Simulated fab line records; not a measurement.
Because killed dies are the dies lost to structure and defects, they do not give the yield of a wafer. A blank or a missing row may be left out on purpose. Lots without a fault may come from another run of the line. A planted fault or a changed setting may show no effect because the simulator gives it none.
Comparing a struck lot with a sound one :: flow sky130 :: 17 out of 708 route steps
Sound: the wafers L424.1, L424.2, L424.4. Wafers L431.1, L431.2, L431.6 were the ones struck. The cause comes at the end.
Per side, at each step with rows, come the tool, then ch with its chambers, and then its first start. Under that, the readings that differ: sound wafers :: struck wafers :: difference of the means :: sigmas: that difference in standard deviations of wafers without a fault.
alike: readings whose means differ by less than 2 such deviations, and words and numbers that are the same on both sides. not compared: withheld readings, readings that some wafer has no value for, bounds like >300 that may hide the same value, and numbers for which the record gives no deviation and whose values overlap.
A row with sigmas, a row that says differs or no value, or rows on one side alone: a step with any of these is where the two part. Numbers that have no deviation but don't overlap get no sigmas and don't part them. A reading missing from all wafers of one side parts the sides only when that side holds two or more wafers.

first, 1 step without rows for these wafers: SKY_VT_ADJUST_LVTN_IMPLANT_19.
SKY_VT_ADJUST_LVTN_STRIP_20: strips in O2/N2.
  sound on plasma_asher-01 ch 0,1, day 9 23:47; struck on plasma_asher-01 ch 0,1, day 11 21:07
reading: strip_time_to_endpoint_s (s)
sound: 14.21 14.24 14.21
struck: 14.10 14.13 14.12
difference: -0.10
sigmas: -2
  alike: drypump_motor_current_A, o2_flow_sccm, oes_product_au
  not compared: rf_hours_counter_h
SKY_VT_ADJUST_LVTN_TW_MEAS_21:
  sound: film_metro-04 at day 9 23:53; struck: film_metro-04 at day 11 21:13
  alike: VT_ADJUST_LVTN_2_TW
then, 7 steps without rows for these wafers: SKY_VT_ADJUST_NCORE_DEHYDRATE_00 (time 60 s); SKY_VT_ADJUST_NCORE_HMDS_01 (prime time 60 s); SKY_VT_ADJUST_NCORE_COAT_02 (resist thk 1140 nm); SKY_VT_ADJUST_NCORE_SOFTBAKE_03 (time 60 s); SKY_VT_ADJUST_NCORE_EXPOSE_04 (exposes mask LVTN COMPLEMENT THIN, target cd 380 nm); SKY_VT_ADJUST_NCORE_PEB_05; SKY_VT_ADJUST_NCORE_DEVELOP_06 (develop time 60 s).
SKY_VT_ADJUST_NCORE_CD_MEAS_07 targets a cd of 380 nm.
  sound: cd_sem-02 at day 10 23:20; struck: cd_sem-02 at day 12 21:37
reading: cd_nm (nm)
sound: 383.3 383.6 383.5
struck: 375.7 375.4 377.0
difference: -7.4
sigmas: -3
SKY_VT_ADJUST_NCORE_OVL_MEAS_08:
  sound: overlay-01 at day 10 23:28; struck: overlay-01 at day 12 21:44
  alike: VT_ADJUST_NCORE_OVL
SKY_VT_ADJUST_NCORE_IMPLANT_09:
  sound on implanter-02 ch 0, day 10 23:29; struck on implanter-02 ch 0, day 12 21:46
reading: beam_on_s (s)
sound: 10.21 10.12 9.74
struck: 11.17 10.99 11.04
difference: +1.04
sigmas: +6

reading: end_station_pressure_torr (Torr)
sound: 4.94e-06 5.34e-06 4.81e-06
struck: 7.29e-05 7.182e-05 6.895e-05
difference: +6.62e-05
sigmas: +99 or more

reading: faraday_current_uA
sound: 13.30 13.29 13.86
struck: 11.79 11.96 11.94
difference: -1.59
sigmas: -6
SKY_VT_ADJUST_NCORE_STRIP_10: strips in O2/N2.
  sound on plasma_asher-04 ch 0,1, day 10 23:38; struck on plasma_asher-03 ch 0,1, day 12 21:55
  alike: drypump_motor_current_A, o2_flow_sccm, oes_product_au, strip_time_to_endpoint_s
  not compared: rf_hours_counter_h
SKY_VT_ADJUST_NCORE_TW_MEAS_11:
  sound: film_metro-04 at day 10 23:44; struck: film_metro-04 at day 12 22:01
reading: VT_ADJUST_NCORE_TW
sound: 220.6 220.1 219.9
struck: 226.9 226.5 226.7
difference: +6.5
sigmas: +4
then, 1 step without rows for these wafers: SKY_VT_ADJUST_HVTR_DEHYDRATE_00 (time 60 s).
-- here the record skips 36 days between the struck wafers' starts before and after, leaving off in module VT_ADJUST_HVTR and picking up in module PAD_OPEN (first step shown: number 708 of the route) --
SKY_PAD_OPEN_PROBE_99:
  sound: prober-01 at day 47 20:15; struck: prober-02 at day 49 09:10
reading: model.etest.pfet_g5v0d10v5.r_on_ohm_um
sound: 4758 4875 4816
struck: 4636 4676 4659
difference: -159
sigmas: 

reading: model.etest.res_pwell_under_gate.rs_ohm_sq
sound: 2305 2292 2288
struck: 2260 2249 2234
difference: -47
sigmas: 

reading: model.etest.pfet_g5v0d10v5.drive_ua_um
sound: 339 332.2 335.9
struck: 346.6 345.4 347.8
difference: +10.9
sigmas: 

reading: model.etest.pfet_16v.drive_ua_um
sound: 242.2 243.7 237.1
struck: 248.5 251.1 252.5
difference: +9.7
sigmas: 

reading: model.etest.nfet_16v.drive_ua_um
sound: 220.7 221.4 218.2
struck: 213 213.8 215.5
difference: -6
sigmas: 

reading: model.etest.pfet_g5v0d10v5.off_log10_a_um
sound: -12.59 -12.95 -12.8
struck: -11.74 -11.57 -11.7
difference: +1.11
sigmas: 

reading: model.etest.pfet_g5v0d10v5.vt_sat_v (V)
sound: -0.6496 -0.6701 -0.6613
struck: -0.5413 -0.5464 -0.5382
difference: +0.1184
sigmas: 
  alike: killed_at_M0_to_M3, killed_at_M4_up, killed_at_contacts, killed_at_front_end, killed_at_other, killed_dies, killed_open, killed_short
  not compared: model.etest.nfet_16v.r_on_ohm_um

## WHERE THEY PART
First at SKY_VT_ADJUST_LVTN_STRIP_20; last, within this record, at SKY_VT_ADJUST_NCORE_TW_MEAS_11. Later steps at which nothing parts them and some readings are alike: SKY_PAD_OPEN_PROBE_99.

WHY: whatever the simulator had introduced
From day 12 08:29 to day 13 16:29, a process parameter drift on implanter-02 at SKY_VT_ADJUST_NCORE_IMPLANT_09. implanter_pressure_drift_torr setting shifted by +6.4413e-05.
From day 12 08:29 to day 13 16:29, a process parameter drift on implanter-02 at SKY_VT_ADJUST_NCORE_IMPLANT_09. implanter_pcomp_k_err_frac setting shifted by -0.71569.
